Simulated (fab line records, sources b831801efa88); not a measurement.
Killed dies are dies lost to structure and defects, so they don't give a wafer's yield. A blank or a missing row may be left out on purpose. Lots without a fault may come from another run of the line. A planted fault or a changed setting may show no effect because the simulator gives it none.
Which tool did it? | flow gf180mcu | 10 lots, 30 wafers sampled, at 4 steps of a route of 602

WHAT THE GAUGES READ, wafer by wafer
GF_HV_LDD_CD_MEAS_07: target cd 400 nm.
lot  | measured     | on        | cd_nm (nm)
L958 | day 10 19:44 | cd_sem-01 | 402.6 401.7 402.8
L959 | day 11 03:17 | cd_sem-02 | 405.7 407.2 409.8 405.9 407.3 410.0
L960 | day 11 05:56 | cd_sem-02 | 407.2 408.9 407.4
L964 | day 12 16:42 | cd_sem-02 | 403.0 401.0 401.2
L970 | day 14 11:23 | cd_sem-02 | 399.0 399.7 400.3
L972 | day 15 02:46 | cd_sem-02 | 399.6 398.7 400.1
L973 | day 15 09:37 | cd_sem-02 | 400.4 402.3 400.4
L974 | day 15 18:09 | cd_sem-01 | 398.0 397.9 397.2
L976 | day 17 03:34 | cd_sem-01 | 398.3 399.9 400.2
L977 | day 17 07:21 | cd_sem-02 | 402.6 402.5 401.2

WHICH TOOL RAN EACH LOT (tool, then ch and the chambers of the sampled wafers, then the start)
lot  | GF_VT_IMPLANT_STRIP_09               | GF_VT_IMPLANT_RTA_45             | GF_HV_LDD_COAT_02
L958 | plasma_asher-02 ch 0,1, day 6 08:14  | rtp_anneal-01 ch 0, day 8 04:54  | litho_track-03 ch 0, day 10 10:28
L959 | plasma_asher-01 ch 0, day 6 15:56    | rtp_anneal-01 ch 0, day 8 13:01  | litho_track-03 ch 0, day 10 18:02
L960 | plasma_asher-02 ch 0,1, day 6 20:02  | rtp_anneal-01 ch 0, day 8 18:07  | litho_track-03 ch 0, day 10 20:52
L964 | plasma_asher-02 ch 0,1, day 7 20:11  | rtp_anneal-02 ch 0, day 9 21:40  | litho_track-04 ch 0, day 12 06:39
L970 | plasma_asher-01 ch 1, day 9 10:19    | rtp_anneal-02 ch 0, day 11 15:14 | litho_track-03 ch 0, day 14 00:47
L972 | plasma_asher-01 ch 0,1, day 9 20:43  | rtp_anneal-02 ch 0, day 12 04:06 | litho_track-03 ch 0, day 14 16:07
L973 | plasma_asher-04 ch 0,1, day 10 06:17 | rtp_anneal-02 ch 0, day 12 13:28 | litho_track-04 ch 0, day 14 22:54
L974 | plasma_asher-01 ch 0,1, day 10 11:40 | rtp_anneal-01 ch 0, day 12 20:12 | litho_track-03 ch 0, day 15 07:52
L976 | plasma_asher-02 ch 0,1, day 11 12:59 | rtp_anneal-02 ch 0, day 14 00:43 | litho_track-03 ch 0, day 16 16:13
L977 | plasma_asher-02 ch 0,1, day 11 13:53 | rtp_anneal-01 ch 0, day 14 02:30 | litho_track-01 ch 0, day 16 19:48
- GF_VT_IMPLANT_STRIP_09: strips in O2/N2.
- GF_VT_IMPLANT_RTA_45: time 30 s.
- GF_HV_LDD_COAT_02: resist thk 1000 nm.

THE ANSWER, worked out from the rows above alone
Rule: what is usual is taken from the lots themselves. Put in order of their means at a reading, lots are off if they are a third of the lots or fewer, leave a main group of 4 or more, and stand apart from it by a gap of 3 or more times the standard deviation of the main group's means; of several such gaps the widest counts. A main group whose means are all the same, to the digits that the tables above print for the reading, isn't used. A lot without any number at a reading at which 4 lots or more have one is off too. The other lots that the step has rows for count as sound.
Off: L959, L960, at GF_HV_LDD_CD_MEAS_07 (cd_nm). The main group: mean 400.4 nm, standard deviation 1.5.
A tool fits if, at a process step before that reading, it ran every lot that is off, and no sound lot after the first of them. The gauges at GF_HV_LDD_CD_MEAS_07 are tried like those tools. None of those tried fits.

WHAT THE SIMULATOR HAD PUT IN
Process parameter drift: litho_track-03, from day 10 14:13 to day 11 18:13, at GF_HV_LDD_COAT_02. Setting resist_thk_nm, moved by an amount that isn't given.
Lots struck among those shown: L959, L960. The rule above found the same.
